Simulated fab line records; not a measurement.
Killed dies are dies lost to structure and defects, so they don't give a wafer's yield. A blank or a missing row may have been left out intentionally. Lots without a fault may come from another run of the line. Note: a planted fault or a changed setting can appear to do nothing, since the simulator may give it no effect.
Which tool did it? :: flow sky130 :: 33 wafers from 11 lots sampled at 5 of the route's 708 steps

## WHAT EACH GAUGE READ, for each wafer
SKY_LI_CONTACT_BOW_MEAS_03. Usual: LI_CONTACT_BOW gives 57 um (standard deviation 6.5).
lot: L633
measured: day 28 11:00
on: filmMetro-04
LI_CONTACT_BOW (um): 62 57 54
flag: 

lot: L635
measured: day 29 08:00
on: filmMetro-01
LI_CONTACT_BOW (um): 54 62 66
flag: 

lot: L640
measured: day 30 18:20
on: filmMetro-03
LI_CONTACT_BOW (um): 60 49 71
flag: 

lot: L641
measured: day 31 01:15
on: filmMetro-04
LI_CONTACT_BOW (um): 49 64 59
flag: 

lot: L648
measured: day 33 12:39
on: filmMetro-03
LI_CONTACT_BOW (um): 61 56 64
flag: 

lot: L649
measured: day 33 18:18
on: filmMetro-04
LI_CONTACT_BOW (um): 48 56 54
flag: 

lot: L651
measured: day 34 09:56
on: filmMetro-04
LI_CONTACT_BOW (um): 56 57 56
flag: 

lot: L652
measured: day 34 11:45
on: filmMetro-03
LI_CONTACT_BOW (um): 56 51 61
flag: 

lot: L653
measured: day 34 22:20
on: filmMetro-03
LI_CONTACT_BOW (um): 69 63 64
flag: 

lot: L654
measured: day 35 04:57
on: filmMetro-03
LI_CONTACT_BOW (um): 61 55 59
flag: 

lot: L655
measured: day 35 14:11
on: filmMetro-03
LI_CONTACT_BOW (um): 52 54 46
flag: 

SKY_LOCAL_INTERCONNECT_THK_MEAS_02: measures by xrf. Usual: LOCAL_INTERCONNECT_TIN_THK gives 98.5 nm (standard deviation 1.3).
lot: L633
measured: day 29 16:39
on: filmMetro-01
LOCAL_INTERCONNECT_TIN_THK (nm): 96.5 97.9 97.1
flag: 

lot: L635
measured: day 30 13:37
on: filmMetro-02
LOCAL_INTERCONNECT_TIN_THK (nm): 99.4 97.5 100.8
flag: 

lot: L640
measured: day 31 23:38
on: filmMetro-01
LOCAL_INTERCONNECT_TIN_THK (nm): 97.3 98.7 99.0
flag: 

lot: L641
measured: day 32 06:15
on: filmMetro-02
LOCAL_INTERCONNECT_TIN_THK (nm): 97.6 100.9 98.5
flag: 

lot: L648
measured: day 34 16:51
on: filmMetro-01
LOCAL_INTERCONNECT_TIN_THK (nm): 98.7 97.7 98.3
flag: 

lot: L649
measured: day 34 22:34
on: filmMetro-04
LOCAL_INTERCONNECT_TIN_THK (nm): 99.1 99.3 97.4
flag: 

lot: L651
measured: day 35 14:31
on: filmMetro-02
LOCAL_INTERCONNECT_TIN_THK (nm): 97.9 97.8 99.5
flag: 

lot: L652
measured: day 35 15:29
on: filmMetro-02
LOCAL_INTERCONNECT_TIN_THK (nm): 99.2 101.0 102.3
flag: 

lot: L653
measured: day 36 02:13
on: filmMetro-02
LOCAL_INTERCONNECT_TIN_THK (nm): 99.3 98.4 97.1
flag: 

lot: L654
measured: day 36 09:13
on: filmMetro-02
LOCAL_INTERCONNECT_TIN_THK (nm): 97.4 100.2 99.7
flag: 

lot: L655
measured: day 36 18:17
on: filmMetro-02
LOCAL_INTERCONNECT_TIN_THK (nm): 96.2 97.4 99.0
flag: 

## EACH LOT AND THE TOOL THAT RAN IT (in order: tool; ch and the chambers of the sampled wafers; start)
lot: L633
SKY_LI_CONTACT_ETCH_14: rieDiel-01 ch 0,1, day 29 15:18
SKY_LI_CONTACT_STRIP_16: plasmaAsher-04 ch 0,1, day 29 15:26
SKY_LI_CONTACT_SPUTTER_19: pvdSputter-02, day 29 15:44

lot: L635
SKY_LI_CONTACT_ETCH_14: rieDiel-03 ch 0,1, day 30 12:16
SKY_LI_CONTACT_STRIP_16: plasmaAsher-02 ch 0,1, day 30 12:23
SKY_LI_CONTACT_SPUTTER_19: pvdSputter-03, day 30 12:41

lot: L640
SKY_LI_CONTACT_ETCH_14: rieDiel-01 ch 1,2, day 31 22:09
SKY_LI_CONTACT_STRIP_16: plasmaAsher-04 ch 0, day 31 22:17
SKY_LI_CONTACT_SPUTTER_19: pvdSputter-02, day 31 22:34

lot: L641
SKY_LI_CONTACT_ETCH_14: rieDiel-01 ch 0,2,3, day 32 04:54
SKY_LI_CONTACT_STRIP_16: plasmaAsher-02 ch 0,1, day 32 05:02
SKY_LI_CONTACT_SPUTTER_19: pvdSputter-03, day 32 05:20

lot: L648
SKY_LI_CONTACT_ETCH_14: rieDiel-04 ch 0,2,3, day 34 15:30
SKY_LI_CONTACT_STRIP_16: plasmaAsher-04 ch 0,1, day 34 15:38
SKY_LI_CONTACT_SPUTTER_19: pvdSputter-02, day 34 15:56

lot: L649
SKY_LI_CONTACT_ETCH_14: rieDiel-03 ch 0,2,3, day 34 21:12
SKY_LI_CONTACT_STRIP_16: plasmaAsher-04 ch 0,1, day 34 21:20
SKY_LI_CONTACT_SPUTTER_19: pvdSputter-02, day 34 21:38

lot: L651
SKY_LI_CONTACT_ETCH_14: rieDiel-03 ch 0,2, day 35 13:09
SKY_LI_CONTACT_STRIP_16: plasmaAsher-03 ch 0,1, day 35 13:19
SKY_LI_CONTACT_SPUTTER_19: pvdSputter-02, day 35 13:35

lot: L652
SKY_LI_CONTACT_ETCH_14: rieDiel-01 ch 0,1,3, day 35 14:07
SKY_LI_CONTACT_STRIP_16: plasmaAsher-02 ch 1, day 35 14:14
SKY_LI_CONTACT_SPUTTER_19: pvdSputter-04, day 35 14:33

lot: L653
SKY_LI_CONTACT_ETCH_14: rieDiel-04 ch 0,1,2, day 36 00:52
SKY_LI_CONTACT_STRIP_16: plasmaAsher-02 ch 0,1, day 36 00:59
SKY_LI_CONTACT_SPUTTER_19: pvdSputter-03, day 36 01:17

lot: L654
SKY_LI_CONTACT_ETCH_14: rieDiel-04 ch 0,2,3, day 36 07:36
SKY_LI_CONTACT_STRIP_16: plasmaAsher-02 ch 0,1, day 36 07:44
SKY_LI_CONTACT_SPUTTER_19: pvdSputter-03, day 36 08:02

lot: L655
SKY_LI_CONTACT_ETCH_14: rieDiel-04 ch 1,3, day 36 16:55
SKY_LI_CONTACT_STRIP_16: plasmaAsher-02 ch 1, day 36 17:02
SKY_LI_CONTACT_SPUTTER_19: pvdSputter-04, day 36 17:21
- SKY_LI_CONTACT_ETCH_14: etches BARC in N2/H2, stops on SiO2, time 45.9 s, target depth 60 nm.
- SKY_LI_CONTACT_STRIP_16: strips in O2/N2.
- SKY_LI_CONTACT_SPUTTER_19: material Ti, target thk 20 nm, time 106.37 s.

## AS READ BY THE TOOLS THEMSELVES (means over the sampled wafers that have a number; for cases with no such wafer, the mark the record gives instead)
SKY_LI_CONTACT_ETCH_14. Usual: drypumpMotorCurrentA 5.7 A, standard deviation 0.41; h2FlowSccm 200.0 sccm, standard deviation 0.6; oesProductAu 0.855 a.u., standard deviation 0.0048; runLengthS 73.9 s, standard deviation 0.57; throttleValvePct 13.223 %, standard deviation 0.011.
lot: L633
tool: rieDiel-01
drypumpMotorCurrentA (A): 5.1
h2FlowSccm (sccm): 199.7
oesProductAu (a.u.): 0.856
runLengthS (s): 73.6
throttleValvePct (%): 13.221
flag: 

lot: L635
tool: rieDiel-03
drypumpMotorCurrentA (A): 5.7
h2FlowSccm (sccm): 200.3
oesProductAu (a.u.): 0.854
runLengthS (s): 74.6
throttleValvePct (%): 13.226
flag: 

lot: L640
tool: rieDiel-01
drypumpMotorCurrentA (A): 5.9
h2FlowSccm (sccm): 200.0
oesProductAu (a.u.): 0.643
runLengthS (s): 110.0
throttleValvePct (%): 13.207
flag: OFF

lot: L641
tool: rieDiel-01
drypumpMotorCurrentA (A): 5.5
h2FlowSccm (sccm): 199.2
oesProductAu (a.u.): 0.649
runLengthS (s): 109.8
throttleValvePct (%): 13.214
flag: OFF

lot: L648
tool: rieDiel-04
drypumpMotorCurrentA (A): 6.0
h2FlowSccm (sccm): 199.3
oesProductAu (a.u.): 0.857
runLengthS (s): 73.7
throttleValvePct (%): 13.217
flag: 

lot: L649
tool: rieDiel-03
drypumpMotorCurrentA (A): 5.5
h2FlowSccm (sccm): 199.7
oesProductAu (a.u.): 0.853
runLengthS (s): 74.4
throttleValvePct (%): 13.224
flag: 

lot: L651
tool: rieDiel-03
drypumpMotorCurrentA (A): 5.5
h2FlowSccm (sccm): 200.5
oesProductAu (a.u.): 0.854
runLengthS (s): 74.2
throttleValvePct (%): 13.227
flag: 

lot: L652
tool: rieDiel-01
drypumpMotorCurrentA (A): 5.3
h2FlowSccm (sccm): 200.1
oesProductAu (a.u.): 0.856
runLengthS (s): 74.2
throttleValvePct (%): 13.214
flag: 

lot: L653
tool: rieDiel-04
drypumpMotorCurrentA (A): 6.1
h2FlowSccm (sccm): 200.2
oesProductAu (a.u.): 0.858
runLengthS (s): 73.5
throttleValvePct (%): 13.218
flag: 

lot: L654
tool: rieDiel-04
drypumpMotorCurrentA (A): 6.0
h2FlowSccm (sccm): 199.7
oesProductAu (a.u.): 0.863
runLengthS (s): 73.5
throttleValvePct (%): 13.223
flag: 

lot: L655
tool: rieDiel-04
drypumpMotorCurrentA (A): 5.9
h2FlowSccm (sccm): 200.4
oesProductAu (a.u.): 0.853
runLengthS (s): 73.4
throttleValvePct (%): 13.232
flag: 

SKY_LI_CONTACT_STRIP_16. Usual: drypumpMotorCurrentA 5.8 A, standard deviation 0.31; oesProductAu 0.376 a.u., standard deviation 0.0052; stripTimeToEndpointS 3.50 s, standard deviation 0.049.
lot: L633
tool: plasmaAsher-04
drypumpMotorCurrentA (A): 5.3
oesProductAu (a.u.): 0.375
stripTimeToEndpointS (s): 3.50
flag: 

lot: L635
tool: plasmaAsher-02
drypumpMotorCurrentA (A): 5.9
oesProductAu (a.u.): 0.382
stripTimeToEndpointS (s): 3.55
flag: 

lot: L640
tool: plasmaAsher-04
drypumpMotorCurrentA (A): 5.7
oesProductAu (a.u.): 0.358
stripTimeToEndpointS (s): 3.08
flag: OFF

lot: L641
tool: plasmaAsher-02
drypumpMotorCurrentA (A): 5.8
oesProductAu (a.u.): 0.362
stripTimeToEndpointS (s): 3.09
flag: OFF

lot: L648
tool: plasmaAsher-04
drypumpMotorCurrentA (A): 5.3
oesProductAu (a.u.): 0.373
stripTimeToEndpointS (s): 3.49
flag: 

lot: L649
tool: plasmaAsher-04
drypumpMotorCurrentA (A): 5.2
oesProductAu (a.u.): 0.376
stripTimeToEndpointS (s): 3.53
flag: 

lot: L651
tool: plasmaAsher-03
drypumpMotorCurrentA (A): 5.9
oesProductAu (a.u.): 0.377
stripTimeToEndpointS (s): 3.53
flag: 

lot: L652
tool: plasmaAsher-02
drypumpMotorCurrentA (A): 5.7
oesProductAu (a.u.): 0.378
stripTimeToEndpointS (s): 3.52
flag: 

lot: L653
tool: plasmaAsher-02
drypumpMotorCurrentA (A): 5.8
oesProductAu (a.u.): 0.381
stripTimeToEndpointS (s): 3.56
flag: 

lot: L654
tool: plasmaAsher-02
drypumpMotorCurrentA (A): 5.9
oesProductAu (a.u.): 0.379
stripTimeToEndpointS (s): 3.49
flag: 

lot: L655
tool: plasmaAsher-02
drypumpMotorCurrentA (A): 5.7
oesProductAu (a.u.): 0.369
stripTimeToEndpointS (s): 3.45
flag: 

SKY_LI_CONTACT_SPUTTER_19. Usual: substrateTempC 200.01 C, standard deviation 0.17; throttleValvePct 30.0 %, standard deviation 0.9.
lot: L633
tool: pvdSputter-02
substrateTempC (C): 200.00
throttleValvePct (%): 31.1
flag: 

lot: L635
tool: pvdSputter-03
substrateTempC (C): 200.01
throttleValvePct (%): 29.2
flag: 

lot: L640
tool: pvdSputter-02
substrateTempC (C): 200.10
throttleValvePct (%): 30.8
flag: 

lot: L641
tool: pvdSputter-03
substrateTempC (C): 199.94
throttleValvePct (%): 29.4
flag: 

lot: L648
tool: pvdSputter-02
substrateTempC (C): 200.04
throttleValvePct (%): 31.1
flag: 

lot: L649
tool: pvdSputter-02
substrateTempC (C): 200.07
throttleValvePct (%): 30.7
flag: 

lot: L651
tool: pvdSputter-02
substrateTempC (C): 199.99
throttleValvePct (%): 30.6
flag: 

lot: L652
tool: pvdSputter-04
substrateTempC (C): 200.15
throttleValvePct (%): 29.3
flag: 

lot: L653
tool: pvdSputter-03
substrateTempC (C): 200.09
throttleValvePct (%): 29.4
flag: 

lot: L654
tool: pvdSputter-03
substrateTempC (C): 199.81
throttleValvePct (%): 29.2
flag: 

lot: L655
tool: pvdSputter-04
substrateTempC (C): 199.87
throttleValvePct (%): 29.6
flag: 

## THE ANSWER, worked out from the rows above alone
Rule: a lot is off if the mean of its wafers that have a number lies more than 3 standard deviations from the usual mean. A lot without any number at a reading at which 4 lots or more have one is off too. Where the step has rows for the other lots, those lots are counted as sound. After the gauges, taken in route order, come the tools' own readings; for these a lot's mean is taken, as printed above. At the first step where some lot is off, the reading lying furthest off is the one used; lots without a number count as furthest.
Off: L640, L641, at SKY_LI_CONTACT_ETCH_14 (runLengthS).
A tool fits if, at that step or a process step before it, it ran every lot that is off, and no sound lot after the first of them. No candidate that was tried fits.

## WHAT HAD BEEN PUT IN BY THE SIMULATOR
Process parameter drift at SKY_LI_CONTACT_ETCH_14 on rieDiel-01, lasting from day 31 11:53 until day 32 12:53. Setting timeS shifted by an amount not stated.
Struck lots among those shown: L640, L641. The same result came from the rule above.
